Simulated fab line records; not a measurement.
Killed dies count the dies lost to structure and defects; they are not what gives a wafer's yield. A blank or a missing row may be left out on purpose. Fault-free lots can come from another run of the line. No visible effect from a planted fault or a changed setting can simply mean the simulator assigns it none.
Which tool did it? || flow sky130 || 24 lots with 72 wafers sampled at 6 steps, on a route of 708 steps

## WHAT THE GAUGES SHOWED, per wafer
SKY_SPACER_THK_MEAS_01. Usual: SPACER_CVD_00_THK gives 43.3 nm (standard deviation 0.41).
{"lot": "L074", "measured": "day 22 17:32", "on": "film_metro-02", "SPACER_CVD_00_THK (nm)": "43.2 42.7 43.0", "flag": ""}
{"lot": "L075", "measured": "day 23 08:17", "on": "film_metro-02", "SPACER_CVD_00_THK (nm)": "43.5 43.5 43.2", "flag": ""}
{"lot": "L076", "measured": "day 23 15:49", "on": "film_metro-02", "SPACER_CVD_00_THK (nm)": "42.6 42.7 42.7", "flag": ""}
{"lot": "L077", "measured": "day 23 23:18", "on": "film_metro-01", "SPACER_CVD_00_THK (nm)": "43.0 43.0 42.8", "flag": ""}
{"lot": "L078", "measured": "day 24 14:07", "on": "film_metro-04", "SPACER_CVD_00_THK (nm)": "42.7 42.9 42.4", "flag": ""}
{"lot": "L079", "measured": "day 24 23:24", "on": "film_metro-02", "SPACER_CVD_00_THK (nm)": "43.5 43.3 43.3", "flag": ""}
{"lot": "L080", "measured": "day 25 00:52", "on": "film_metro-04", "SPACER_CVD_00_THK (nm)": "43.2 42.8 43.0", "flag": ""}
{"lot": "L081", "measured": "day 25 22:00", "on": "film_metro-01", "SPACER_CVD_00_THK (nm)": "43.3 43.1 42.9", "flag": ""}
{"lot": "L082", "measured": "day 25 23:19", "on": "film_metro-01", "SPACER_CVD_00_THK (nm)": "43.2 43.2 42.9", "flag": ""}
{"lot": "L083", "measured": "day 26 05:02", "on": "film_metro-01", "SPACER_CVD_00_THK (nm)": "43.5 43.7 43.7", "flag": ""}
{"lot": "L084", "measured": "day 26 23:40", "on": "film_metro-01", "SPACER_CVD_00_THK (nm)": "43.0 43.0 42.9", "flag": ""}
{"lot": "L085", "measured": "day 27 02:18", "on": "film_metro-04", "SPACER_CVD_00_THK (nm)": "43.7 43.3 43.7", "flag": ""}
{"lot": "L086", "measured": "day 27 09:40", "on": "film_metro-02", "SPACER_CVD_00_THK (nm)": "43.4 43.4 43.2", "flag": ""}
{"lot": "L087", "measured": "day 27 14:52", "on": "film_metro-01", "SPACER_CVD_00_THK (nm)": "43.0 43.0 43.4", "flag": ""}
{"lot": "L088", "measured": "day 27 18:30", "on": "film_metro-04", "SPACER_CVD_00_THK (nm)": "43.2 42.9 43.6", "flag": ""}
{"lot": "L089", "measured": "day 28 08:59", "on": "film_metro-02", "SPACER_CVD_00_THK (nm)": "43.7 43.3 43.4", "flag": ""}
{"lot": "L090", "measured": "day 28 15:55", "on": "film_metro-01", "SPACER_CVD_00_THK (nm)": "43.0 42.8 42.8", "flag": ""}
{"lot": "L091", "measured": "day 29 10:05", "on": "film_metro-02", "SPACER_CVD_00_THK (nm)": "43.7 44.2 44.0", "flag": ""}
{"lot": "L092", "measured": "day 29 11:19", "on": "film_metro-02", "SPACER_CVD_00_THK (nm)": "44.2 44.1 44.6", "flag": ""}
{"lot": "L093", "measured": "day 29 15:47", "on": "film_metro-04", "SPACER_CVD_00_THK (nm)": "43.6 43.7 43.3", "flag": ""}
{"lot": "L094", "measured": "day 30 00:08", "on": "film_metro-02", "SPACER_CVD_00_THK (nm)": "43.5 43.3 43.7", "flag": ""}
{"lot": "L095", "measured": "day 30 02:43", "on": "film_metro-04", "SPACER_CVD_00_THK (nm)": "43.9 43.5 44.3", "flag": ""}
{"lot": "L096", "measured": "day 30 06:19", "on": "film_metro-04", "SPACER_CVD_00_THK (nm)": "43.5 43.4 43.5", "flag": ""}
{"lot": "L097", "measured": "day 30 14:28", "on": "film_metro-02", "SPACER_CVD_00_THK (nm)": "43.3 43.3 42.9", "flag": ""}

SKY_METAL3_OVL_MEAS_14. Usual: METAL3_OVL gives -1 nm (standard deviation 5.8).
{"lot": "L074", "measured": "day 38 07:53", "on": "overlay-02", "METAL3_OVL (nm)": "-9 -5 -1", "flag": ""}
{"lot": "L075", "measured": "day 38 20:19", "on": "overlay-02", "METAL3_OVL (nm)": "5 -2 -4", "flag": ""}
{"lot": "L076", "measured": "day 39 02:35", "on": "overlay-01", "METAL3_OVL (nm)": "2 -1 -1", "flag": ""}
{"lot": "L077", "measured": "day 39 07:49", "on": "overlay-02", "METAL3_OVL (nm)": "-2 -6 5", "flag": ""}
{"lot": "L078", "measured": "day 40 00:27", "on": "overlay-02", "METAL3_OVL (nm)": "-4 -6 -13", "flag": ""}
{"lot": "L079", "measured": "day 40 04:28", "on": "overlay-01", "METAL3_OVL (nm)": "-2 3 0", "flag": ""}
{"lot": "L080", "measured": "day 40 08:14", "on": "overlay-01", "METAL3_OVL (nm)": "-2 -4 -9", "flag": ""}
{"lot": "L081", "measured": "day 40 20:35", "on": "overlay-02", "METAL3_OVL (nm)": "2 -2 -10", "flag": ""}
{"lot": "L082", "measured": "day 40 21:38", "on": "overlay-02", "METAL3_OVL (nm)": "-4 -3 1", "flag": ""}
{"lot": "L083", "measured": "day 41 02:31", "on": "overlay-02", "METAL3_OVL (nm)": "2 1 7", "flag": ""}
{"lot": "L084", "measured": "day 41 17:22", "on": "overlay-02", "METAL3_OVL (nm)": "-3 -2 1", "flag": ""}
{"lot": "L085", "measured": "day 41 20:09", "on": "overlay-01", "METAL3_OVL (nm)": "0 2 7", "flag": ""}
{"lot": "L086", "measured": "day 42 05:13", "on": "overlay-02", "METAL3_OVL (nm)": "-7 -11 -7", "flag": ""}
{"lot": "L087", "measured": "day 42 08:39", "on": "overlay-01", "METAL3_OVL (nm)": "3 7 -4", "flag": ""}
{"lot": "L088", "measured": "day 42 11:47", "on": "overlay-02", "METAL3_OVL (nm)": "-6 -13 -1", "flag": ""}
{"lot": "L089", "measured": "day 42 19:31", "on": "overlay-01", "METAL3_OVL (nm)": "10 10 11", "flag": ""}
{"lot": "L090", "measured": "day 43 06:07", "on": "overlay-02", "METAL3_OVL (nm)": "-12 -3 -9", "flag": ""}
{"lot": "L091", "measured": "day 43 18:40", "on": "overlay-02", "METAL3_OVL (nm)": "-11 -4 -11", "flag": ""}
{"lot": "L092", "measured": "day 44 03:04", "on": "overlay-02", "METAL3_OVL (nm)": "6 7 4", "flag": ""}
{"lot": "L093", "measured": "day 44 06:15", "on": "overlay-02", "METAL3_OVL (nm)": "1 -4 -7", "flag": ""}
{"lot": "L094", "measured": "day 44 08:31", "on": "overlay-01", "METAL3_OVL (nm)": "-5 -12 1", "flag": ""}
{"lot": "L095", "measured": "day 44 09:10", "on": "overlay-02", "METAL3_OVL (nm)": "7 7 11", "flag": ""}
{"lot": "L096", "measured": "day 44 13:25", "on": "overlay-01", "METAL3_OVL (nm)": "-1 -1 -7", "flag": ""}
{"lot": "L097", "measured": "day 44 16:55", "on": "overlay-01", "METAL3_OVL (nm)": "4 4 1", "flag": ""}

SKY_VIA4_OVL_MEAS_11. Usual: VIA4_OVL gives -1.1 nm (standard deviation 1.3).
{"lot": "L074", "measured": "day 42 14:52", "on": "overlay-02", "VIA4_OVL (nm)": "-0.5 -1.3 -1.7", "flag": ""}
{"lot": "L075", "measured": "day 43 03:23", "on": "overlay-01", "VIA4_OVL (nm)": "-0.4 -2.5 -0.9", "flag": ""}
{"lot": "L076", "measured": "day 43 07:17", "on": "overlay-02", "VIA4_OVL (nm)": "-0.3 -0.4 -2.6", "flag": ""}
{"lot": "L077", "measured": "day 43 14:23", "on": "overlay-01", "VIA4_OVL (nm)": "-3.4 -1.3 -2.5", "flag": ""}
{"lot": "L078", "measured": "day 44 04:59", "on": "overlay-01", "VIA4_OVL (nm)": "-1.0 -2.5 -2.1", "flag": ""}
{"lot": "L079", "measured": "day 44 08:42", "on": "overlay-01", "VIA4_OVL (nm)": "-1.8 -1.1 -3.8", "flag": ""}
{"lot": "L080", "measured": "day 44 12:46", "on": "overlay-01", "VIA4_OVL (nm)": "-1.8 -0.2 -1.6", "flag": ""}
{"lot": "L081", "measured": "day 44 21:54", "on": "overlay-02", "VIA4_OVL (nm)": "-1.9 -0.9 0.5", "flag": ""}
{"lot": "L082", "measured": "day 44 22:55", "on": "overlay-01", "VIA4_OVL (nm)": "-0.6 -1.0 0.0", "flag": ""}
{"lot": "L083", "measured": "day 45 05:01", "on": "overlay-01", "VIA4_OVL (nm)": "-1.2 -3.5 -1.1", "flag": ""}
{"lot": "L084", "measured": "day 45 17:27", "on": "overlay-01", "VIA4_OVL (nm)": "-4.3 -1.6 -2.9", "flag": ""}
{"lot": "L085", "measured": "day 45 18:41", "on": "overlay-02", "VIA4_OVL (nm)": "-1.0 -0.3 1.1", "flag": ""}
{"lot": "L086", "measured": "day 46 04:29", "on": "overlay-02", "VIA4_OVL (nm)": "0.8 -1.0 1.5", "flag": ""}
{"lot": "L087", "measured": "day 46 06:40", "on": "overlay-01", "VIA4_OVL (nm)": "-2.6 -1.1 -1.3", "flag": ""}
{"lot": "L088", "measured": "day 46 09:16", "on": "overlay-01", "VIA4_OVL (nm)": "-3.0 -2.0 -2.5", "flag": ""}
{"lot": "L089", "measured": "day 46 16:44", "on": "overlay-01", "VIA4_OVL (nm)": "-1.6 -0.4 -1.6", "flag": ""}
{"lot": "L090", "measured": "day 47 01:45", "on": "overlay-02", "VIA4_OVL (nm)": "-1.1 0.8 -0.5", "flag": ""}
{"lot": "L091", "measured": "day 47 11:45", "on": "overlay-01", "VIA4_OVL (nm)": "-0.5 -0.7 -0.6", "flag": ""}
{"lot": "L092", "measured": "day 47 19:51", "on": "overlay-02", "VIA4_OVL (nm)": "-0.9 0.3 -1.5", "flag": ""}
{"lot": "L093", "measured": "day 47 22:14", "on": "overlay-02", "VIA4_OVL (nm)": "-0.2 -1.2 -1.1", "flag": ""}
{"lot": "L094", "measured": "day 48 00:42", "on": "overlay-02", "VIA4_OVL (nm)": "1.1 -0.4 -0.3", "flag": ""}
{"lot": "L095", "measured": "day 48 01:59", "on": "overlay-02", "VIA4_OVL (nm)": "-0.4 1.5 -0.8", "flag": ""}
{"lot": "L096", "measured": "day 48 05:15", "on": "overlay-01", "VIA4_OVL (nm)": "-3.1 -3.2 -3.0", "flag": ""}
{"lot": "L097", "measured": "day 48 08:09", "on": "overlay-01", "VIA4_OVL (nm)": "-1.1 -3.3 -3.5", "flag": ""}

## TOOL THAT RAN EACH LOT (tool first, then ch and the chambers of the sampled wafers, then the start)
{"lot": "L074", "SKY_NWELL_STRIP_14": "plasma_asher-01 ch 0,1, day 4 13:33", "SKY_VIA1_CVD_21": "cvd_w-01 ch 0,1, day 33 19:17", "SKY_METAL4_SPUTTER_03": "pvd_sputter-03, day 39 11:54"}
{"lot": "L075", "SKY_NWELL_STRIP_14": "plasma_asher-01 ch 0,1, day 4 19:55", "SKY_VIA1_CVD_21": "cvd_w-02 ch 1, day 34 07:44", "SKY_METAL4_SPUTTER_03": "pvd_sputter-04, day 40 00:28"}
{"lot": "L076", "SKY_NWELL_STRIP_14": "plasma_asher-01 ch 0,1, day 5 03:37", "SKY_VIA1_CVD_21": "cvd_w-01 ch 0,1, day 34 14:51", "SKY_METAL4_SPUTTER_03": "pvd_sputter-03, day 40 05:53"}
{"lot": "L077", "SKY_NWELL_STRIP_14": "plasma_asher-02 ch 0,1, day 5 05:50", "SKY_VIA1_CVD_21": "cvd_w-02 ch 0,1, day 34 20:52", "SKY_METAL4_SPUTTER_03": "pvd_sputter-04, day 40 11:43"}
{"lot": "L078", "SKY_NWELL_STRIP_14": "plasma_asher-02 ch 0,1, day 5 13:44", "SKY_VIA1_CVD_21": "cvd_w-01 ch 0,1, day 35 14:03", "SKY_METAL4_SPUTTER_03": "pvd_sputter-01, day 41 03:14"}
{"lot": "L079", "SKY_NWELL_STRIP_14": "plasma_asher-02 ch 0,1, day 5 21:50", "SKY_VIA1_CVD_21": "cvd_w-01 ch 0, day 35 19:12", "SKY_METAL4_SPUTTER_03": "pvd_sputter-01, day 41 07:37"}
{"lot": "L080", "SKY_NWELL_STRIP_14": "plasma_asher-02 ch 0,1, day 6 01:35", "SKY_VIA1_CVD_21": "cvd_w-02 ch 1, day 35 22:11", "SKY_METAL4_SPUTTER_03": "pvd_sputter-01, day 41 11:13"}
{"lot": "L081", "SKY_NWELL_STRIP_14": "plasma_asher-03 ch 0, day 6 09:50", "SKY_VIA1_CVD_21": "cvd_w-02 ch 1, day 36 11:15", "SKY_METAL4_SPUTTER_03": "pvd_sputter-01, day 41 23:21"}
{"lot": "L082", "SKY_NWELL_STRIP_14": "plasma_asher-02 ch 0,1, day 6 10:21", "SKY_VIA1_CVD_21": "cvd_w-01 ch 0,1, day 36 12:43", "SKY_METAL4_SPUTTER_03": "pvd_sputter-04, day 42 01:00"}
{"lot": "L083", "SKY_NWELL_STRIP_14": "plasma_asher-02 ch 0,1, day 6 18:31", "SKY_VIA1_CVD_21": "cvd_w-01 ch 0,1, day 36 18:02", "SKY_METAL4_SPUTTER_03": "pvd_sputter-03, day 42 06:22"}
{"lot": "L084", "SKY_NWELL_STRIP_14": "plasma_asher-03 ch 0,1, day 7 04:19", "SKY_VIA1_CVD_21": "cvd_w-01 ch 0,1, day 37 12:07", "SKY_METAL4_SPUTTER_03": "pvd_sputter-04, day 42 19:50"}
{"lot": "L085", "SKY_NWELL_STRIP_14": "plasma_asher-02 ch 0,1, day 7 06:17", "SKY_VIA1_CVD_21": "cvd_w-02 ch 0,1, day 37 12:29", "SKY_METAL4_SPUTTER_03": "pvd_sputter-01, day 42 22:23"}
{"lot": "L086", "SKY_NWELL_STRIP_14": "plasma_asher-01 ch 0,1, day 7 11:31", "SKY_VIA1_CVD_21": "cvd_w-02 ch 0,1, day 37 22:19", "SKY_METAL4_SPUTTER_03": "pvd_sputter-04, day 43 08:03"}
{"lot": "L087", "SKY_NWELL_STRIP_14": "plasma_asher-02 ch 0, day 7 16:32", "SKY_VIA1_CVD_21": "cvd_w-01 ch 0,1, day 38 03:17", "SKY_METAL4_SPUTTER_03": "pvd_sputter-01, day 43 10:58"}
{"lot": "L088", "SKY_NWELL_STRIP_14": "plasma_asher-03 ch 0,1, day 7 21:43", "SKY_VIA1_CVD_21": "cvd_w-02 ch 0,1, day 38 06:03", "SKY_METAL4_SPUTTER_03": "pvd_sputter-04, day 43 14:18"}
{"lot": "L089", "SKY_NWELL_STRIP_14": "plasma_asher-02 ch 0,1, day 8 06:15", "SKY_VIA1_CVD_21": "cvd_w-02 ch 0,1, day 38 15:26", "SKY_METAL4_SPUTTER_03": "pvd_sputter-04, day 43 22:13"}
{"lot": "L090", "SKY_NWELL_STRIP_14": "plasma_asher-01 ch 0,1, day 8 11:23", "SKY_VIA1_CVD_21": "cvd_w-02 ch 0,1, day 39 00:24", "SKY_METAL4_SPUTTER_03": "pvd_sputter-01, day 44 08:33"}
{"lot": "L091", "SKY_NWELL_STRIP_14": "plasma_asher-01 ch 0,1, day 9 01:01", "SKY_VIA1_CVD_21": "cvd_w-01 ch 0,1, day 39 14:53", "SKY_METAL4_SPUTTER_03": "pvd_sputter-01, day 44 20:10"}
{"lot": "L092", "SKY_NWELL_STRIP_14": "plasma_asher-02 ch 1, day 9 01:29", "SKY_VIA1_CVD_21": "cvd_w-02 ch 0, day 39 23:56", "SKY_METAL4_SPUTTER_03": "pvd_sputter-01, day 45 04:13"}
{"lot": "L093", "SKY_NWELL_STRIP_14": "plasma_asher-01 ch 0,1, day 9 06:02", "SKY_VIA1_CVD_21": "cvd_w-01 ch 0, day 40 02:08", "SKY_METAL4_SPUTTER_03": "pvd_sputter-04, day 45 07:22"}
{"lot": "L094", "SKY_NWELL_STRIP_14": "plasma_asher-02 ch 0,1, day 9 13:14", "SKY_VIA1_CVD_21": "cvd_w-01 ch 0, day 40 04:35", "SKY_METAL4_SPUTTER_03": "pvd_sputter-04, day 45 09:31"}
{"lot": "L095", "SKY_NWELL_STRIP_14": "plasma_asher-02 ch 0,1, day 9 14:46", "SKY_VIA1_CVD_21": "cvd_w-01 ch 0,1, day 40 05:54", "SKY_METAL4_SPUTTER_03": "pvd_sputter-04, day 45 11:19"}
{"lot": "L096", "SKY_NWELL_STRIP_14": "plasma_asher-01 ch 0,1, day 9 21:10", "SKY_VIA1_CVD_21": "cvd_w-01 ch 0,1, day 40 10:32", "SKY_METAL4_SPUTTER_03": "pvd_sputter-04, day 45 14:45"}
{"lot": "L097", "SKY_NWELL_STRIP_14": "plasma_asher-02 ch 0,1, day 10 02:40", "SKY_VIA1_CVD_21": "cvd_w-02 ch 0,1, day 40 15:17", "SKY_METAL4_SPUTTER_03": "pvd_sputter-03, day 45 17:30"}
- SKY_NWELL_STRIP_14: strips in O2/N2.
- SKY_VIA1_CVD_21: deposits W, target thk 270 nm, time 80.902 s.
- SKY_METAL4_SPUTTER_03: material Ti, target thk 5 nm, time 3.3 s.

## WHAT THE TOOLS THEMSELVES READ (means of the sampled wafers that have a number; where no wafer has one, the mark that the record gives instead)
SKY_NWELL_STRIP_14. Usual: drypump_motor_current_A 5.9 A, standard deviation 0.49; oes_product_au 0.722 a.u., standard deviation 0.0046; strip_time_to_endpoint_s 36.95 s, standard deviation 0.1.
{"lot": "L074", "tool": "plasma_asher-01", "drypump_motor_current_A (A)": 6.4, "oes_product_au (a.u.)": 0.721, "strip_time_to_endpoint_s (s)": 36.96, "flag": ""}
{"lot": "L075", "tool": "plasma_asher-01", "drypump_motor_current_A (A)": 6.0, "oes_product_au (a.u.)": 0.721, "strip_time_to_endpoint_s (s)": 36.96, "flag": ""}
{"lot": "L076", "tool": "plasma_asher-01", "drypump_motor_current_A (A)": 6.0, "oes_product_au (a.u.)": 0.726, "strip_time_to_endpoint_s (s)": 37.05, "flag": ""}
{"lot": "L077", "tool": "plasma_asher-02", "drypump_motor_current_A (A)": 5.9, "oes_product_au (a.u.)": 0.717, "strip_time_to_endpoint_s (s)": 36.82, "flag": ""}
{"lot": "L078", "tool": "plasma_asher-02", "drypump_motor_current_A (A)": 5.7, "oes_product_au (a.u.)": 0.720, "strip_time_to_endpoint_s (s)": 37.07, "flag": ""}
{"lot": "L079", "tool": "plasma_asher-02", "drypump_motor_current_A (A)": 5.7, "oes_product_au (a.u.)": 0.725, "strip_time_to_endpoint_s (s)": 37.11, "flag": ""}
{"lot": "L080", "tool": "plasma_asher-02", "drypump_motor_current_A (A)": 5.7, "oes_product_au (a.u.)": 0.722, "strip_time_to_endpoint_s (s)": 36.93, "flag": ""}
{"lot": "L081", "tool": "plasma_asher-03", "drypump_motor_current_A (A)": 6.1, "oes_product_au (a.u.)": 0.717, "strip_time_to_endpoint_s (s)": 36.93, "flag": ""}
{"lot": "L082", "tool": "plasma_asher-02", "drypump_motor_current_A (A)": 5.9, "oes_product_au (a.u.)": 0.723, "strip_time_to_endpoint_s (s)": 36.97, "flag": ""}
{"lot": "L083", "tool": "plasma_asher-02", "drypump_motor_current_A (A)": 5.7, "oes_product_au (a.u.)": 0.721, "strip_time_to_endpoint_s (s)": 36.96, "flag": ""}
{"lot": "L084", "tool": "plasma_asher-03", "drypump_motor_current_A (A)": 5.9, "oes_product_au (a.u.)": 0.724, "strip_time_to_endpoint_s (s)": 37.04, "flag": ""}
{"lot": "L085", "tool": "plasma_asher-02", "drypump_motor_current_A (A)": 5.7, "oes_product_au (a.u.)": 0.724, "strip_time_to_endpoint_s (s)": 36.95, "flag": ""}
{"lot": "L086", "tool": "plasma_asher-01", "drypump_motor_current_A (A)": 6.4, "oes_product_au (a.u.)": 0.728, "strip_time_to_endpoint_s (s)": 37.03, "flag": ""}
{"lot": "L087", "tool": "plasma_asher-02", "drypump_motor_current_A (A)": 5.4, "oes_product_au (a.u.)": 0.725, "strip_time_to_endpoint_s (s)": 36.79, "flag": ""}
{"lot": "L088", "tool": "plasma_asher-03", "drypump_motor_current_A (A)": 5.9, "oes_product_au (a.u.)": 0.725, "strip_time_to_endpoint_s (s)": 36.90, "flag": ""}
{"lot": "L089", "tool": "plasma_asher-02", "drypump_motor_current_A (A)": 6.0, "oes_product_au (a.u.)": 0.723, "strip_time_to_endpoint_s (s)": 36.77, "flag": ""}
{"lot": "L090", "tool": "plasma_asher-01", "drypump_motor_current_A (A)": 6.0, "oes_product_au (a.u.)": 0.720, "strip_time_to_endpoint_s (s)": 36.92, "flag": ""}
{"lot": "L091", "tool": "plasma_asher-01", "drypump_motor_current_A (A)": 6.4, "oes_product_au (a.u.)": 0.719, "strip_time_to_endpoint_s (s)": 36.97, "flag": ""}
{"lot": "L092", "tool": "plasma_asher-02", "drypump_motor_current_A (A)": 6.3, "oes_product_au (a.u.)": 0.719, "strip_time_to_endpoint_s (s)": 37.14, "flag": ""}
{"lot": "L093", "tool": "plasma_asher-01", "drypump_motor_current_A (A)": 6.4, "oes_product_au (a.u.)": 0.721, "strip_time_to_endpoint_s (s)": 36.92, "flag": ""}
{"lot": "L094", "tool": "plasma_asher-02", "drypump_motor_current_A (A)": 5.9, "oes_product_au (a.u.)": 0.720, "strip_time_to_endpoint_s (s)": 36.82, "flag": ""}
{"lot": "L095", "tool": "plasma_asher-02", "drypump_motor_current_A (A)": 5.9, "oes_product_au (a.u.)": 0.725, "strip_time_to_endpoint_s (s)": 36.96, "flag": ""}
{"lot": "L096", "tool": "plasma_asher-01", "drypump_motor_current_A (A)": 6.1, "oes_product_au (a.u.)": 0.719, "strip_time_to_endpoint_s (s)": 36.86, "flag": ""}
{"lot": "L097", "tool": "plasma_asher-02", "drypump_motor_current_A (A)": 5.6, "oes_product_au (a.u.)": 0.726, "strip_time_to_endpoint_s (s)": 36.90, "flag": ""}

SKY_VIA1_CVD_21. Usual: heater_power_w reads 861 W (standard deviation 74).
{"lot": "L074", "tool": "cvd_w-01", "heater_power_w (W)": 890, "flag": ""}
{"lot": "L075", "tool": "cvd_w-02", "heater_power_w (W)": 815, "flag": ""}
{"lot": "L076", "tool": "cvd_w-01", "heater_power_w (W)": 852, "flag": ""}
{"lot": "L077", "tool": "cvd_w-02", "heater_power_w (W)": 856, "flag": ""}
{"lot": "L078", "tool": "cvd_w-01", "heater_power_w (W)": 860, "flag": ""}
{"lot": "L079", "tool": "cvd_w-01", "heater_power_w (W)": 804, "flag": ""}
{"lot": "L080", "tool": "cvd_w-02", "heater_power_w (W)": 835, "flag": ""}
{"lot": "L081", "tool": "cvd_w-02", "heater_power_w (W)": 830, "flag": ""}
{"lot": "L082", "tool": "cvd_w-01", "heater_power_w (W)": 872, "flag": ""}
{"lot": "L083", "tool": "cvd_w-01", "heater_power_w (W)": 859, "flag": ""}
{"lot": "L084", "tool": "cvd_w-01", "heater_power_w (W)": 845, "flag": ""}
{"lot": "L085", "tool": "cvd_w-02", "heater_power_w (W)": 910, "flag": ""}
{"lot": "L086", "tool": "cvd_w-02", "heater_power_w (W)": 913, "flag": ""}
{"lot": "L087", "tool": "cvd_w-01", "heater_power_w (W)": 843, "flag": ""}
{"lot": "L088", "tool": "cvd_w-02", "heater_power_w (W)": 862, "flag": ""}
{"lot": "L089", "tool": "cvd_w-02", "heater_power_w (W)": 909, "flag": ""}
{"lot": "L090", "tool": "cvd_w-02", "heater_power_w (W)": 879, "flag": ""}
{"lot": "L091", "tool": "cvd_w-01", "heater_power_w (W)": 864, "flag": ""}
{"lot": "L092", "tool": "cvd_w-02", "heater_power_w (W)": 952, "flag": ""}
{"lot": "L093", "tool": "cvd_w-01", "heater_power_w (W)": 751, "flag": ""}
{"lot": "L094", "tool": "cvd_w-01", "heater_power_w (W)": 767, "flag": ""}
{"lot": "L095", "tool": "cvd_w-01", "heater_power_w (W)": 787, "flag": ""}
{"lot": "L096", "tool": "cvd_w-01", "heater_power_w (W)": 786, "flag": ""}
{"lot": "L097", "tool": "cvd_w-02", "heater_power_w (W)": 873, "flag": ""}

SKY_METAL4_SPUTTER_03. Usual: throttle_valve_pct reads 29.6 % (standard deviation 0.97).
{"lot": "L074", "tool": "pvd_sputter-03", "throttle_valve_pct (%)": 28.7, "flag": ""}
{"lot": "L075", "tool": "pvd_sputter-04", "throttle_valve_pct (%)": 29.1, "flag": ""}
{"lot": "L076", "tool": "pvd_sputter-03", "throttle_valve_pct (%)": 29.6, "flag": ""}
{"lot": "L077", "tool": "pvd_sputter-04", "throttle_valve_pct (%)": 28.9, "flag": ""}
{"lot": "L078", "tool": "pvd_sputter-01", "throttle_valve_pct (%)": 30.6, "flag": ""}
{"lot": "L079", "tool": "pvd_sputter-01", "throttle_valve_pct (%)": 29.4, "flag": ""}
{"lot": "L080", "tool": "pvd_sputter-01", "throttle_valve_pct (%)": 30.5, "flag": ""}
{"lot": "L081", "tool": "pvd_sputter-01", "throttle_valve_pct (%)": 30.3, "flag": ""}
{"lot": "L082", "tool": "pvd_sputter-04", "throttle_valve_pct (%)": 29.7, "flag": ""}
{"lot": "L083", "tool": "pvd_sputter-03", "throttle_valve_pct (%)": 29.8, "flag": ""}
{"lot": "L084", "tool": "pvd_sputter-04", "throttle_valve_pct (%)": 29.1, "flag": ""}
{"lot": "L085", "tool": "pvd_sputter-01", "throttle_valve_pct (%)": 30.5, "flag": ""}
{"lot": "L086", "tool": "pvd_sputter-04", "throttle_valve_pct (%)": 28.8, "flag": ""}
{"lot": "L087", "tool": "pvd_sputter-01", "throttle_valve_pct (%)": 29.9, "flag": ""}
{"lot": "L088", "tool": "pvd_sputter-04", "throttle_valve_pct (%)": 29.1, "flag": ""}
{"lot": "L089", "tool": "pvd_sputter-04", "throttle_valve_pct (%)": 29.0, "flag": ""}
{"lot": "L090", "tool": "pvd_sputter-01", "throttle_valve_pct (%)": 30.0, "flag": ""}
{"lot": "L091", "tool": "pvd_sputter-01", "throttle_valve_pct (%)": 30.3, "flag": ""}
{"lot": "L092", "tool": "pvd_sputter-01", "throttle_valve_pct (%)": 30.5, "flag": ""}
{"lot": "L093", "tool": "pvd_sputter-04", "throttle_valve_pct (%)": 29.2, "flag": ""}
{"lot": "L094", "tool": "pvd_sputter-04", "throttle_valve_pct (%)": 29.0, "flag": ""}
{"lot": "L095", "tool": "pvd_sputter-04", "throttle_valve_pct (%)": 29.6, "flag": ""}
{"lot": "L096", "tool": "pvd_sputter-04", "throttle_valve_pct (%)": 29.4, "flag": ""}
{"lot": "L097", "tool": "pvd_sputter-03", "throttle_valve_pct (%)": 29.7, "flag": ""}

## THE ANSWER, worked out from the rows above alone
Rule: a lot counts as off when the mean over its wafers that have a number is more than 3 standard deviations away from the usual mean. A lot without any number at a reading at which 4 lots or more have one is off too. The other lots that the step has rows for count as sound. Order of review: gauges by route order, followed by the tools' own readings, for which a lot's mean as printed above is used. The first step at which some lot is off is used, and at that step the reading that is off furthest; a lot without a number counts as furthest.
Nothing can be told from this: no lot is off at any reading shown.

## WHAT THE SIMULATOR HAD PUT IN
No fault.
